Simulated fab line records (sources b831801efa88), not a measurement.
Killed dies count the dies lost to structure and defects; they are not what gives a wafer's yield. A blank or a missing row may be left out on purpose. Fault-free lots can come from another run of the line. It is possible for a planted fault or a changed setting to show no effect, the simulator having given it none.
Matching of chambers + flow sky130 + SKY_LI_CONTACT_ETCH_14 on rie-diel-04 has 4 sister chambers
The step etches BARC in N2/H2, stops on SiO2, time 45.9 s, target depth 60 nm. 7 wafers are shown with their chamber, then 7 later ones without.

== WAFERS WITH THEIR CHAMBER ==
| wafer  | chamber | drypump-motor-current-A (A) | throttle-valve-pct (%) |
|--------|---------|-----------------------------|------------------------|
| L077.2 | 0       | 6.2                         | 13.227                 |
| L079.6 | 1       | 5.8                         | 13.218                 |
| L090.2 | 3       | 6.3                         | 13.223                 |
| L090.4 | 3       | 6.3                         | 13.233                 |
| L090.5 | 2       | 4.9                         | 13.217                 |
| L093.1 | 1       | 5.9                         | 13.217                 |
| L093.3 | 2       | 4.9                         | 13.227                 |

== WAFERS MISSING THEIR CHAMBER ==
| wafer  | drypump-motor-current-A (A) | throttle-valve-pct (%) |
|--------|-----------------------------|------------------------|
| L093.6 | 4.9                         | 13.225                 |
| L094.1 | 6.3                         | 13.233                 |
| L094.2 | 5.9                         | 13.216                 |
| L094.3 | 6.3                         | 13.230                 |
| L097.2 | 5.9                         | 13.202                 |
| L097.3 | 4.8                         | 13.231                 |
| L097.6 | 5.9                         | 13.216                 |

== WHICH CHAMBER EACH ONE RAN IN ==
| wafer  | from the rows above     | in truth |
|--------|-------------------------|----------|
| L093.6 | 2                       | 2        |
| L094.1 | can't be placed: 3 or 0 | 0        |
| L094.2 | 1                       | 1        |
| L094.3 | 3                       | 3        |
| L097.2 | 1                       | 1        |
| L097.3 | 2                       | 2        |
| L097.6 | 1                       | 1        |
6 of 7 placed correctly. Can't be placed from these rows: 1 (the true chamber is among the candidates in 1). 0 placed wrongly.
How it was worked out, from the rows above alone: a wafer's distance from a chamber is the root of the sum, over the readings, of the square of ((its reading less the chamber's mean) divided by the reading's scatter). If the next closest chamber is less than 2 further off than the closest, the wafer can't be placed; otherwise it belongs to the closest. For every chamber, the mean is computed from those of its wafers that are shown. The scatter: take each reading less its chamber's mean, square it, sum over the shown wafers, divide by the number of wafers less the number of chambers, and take the root.
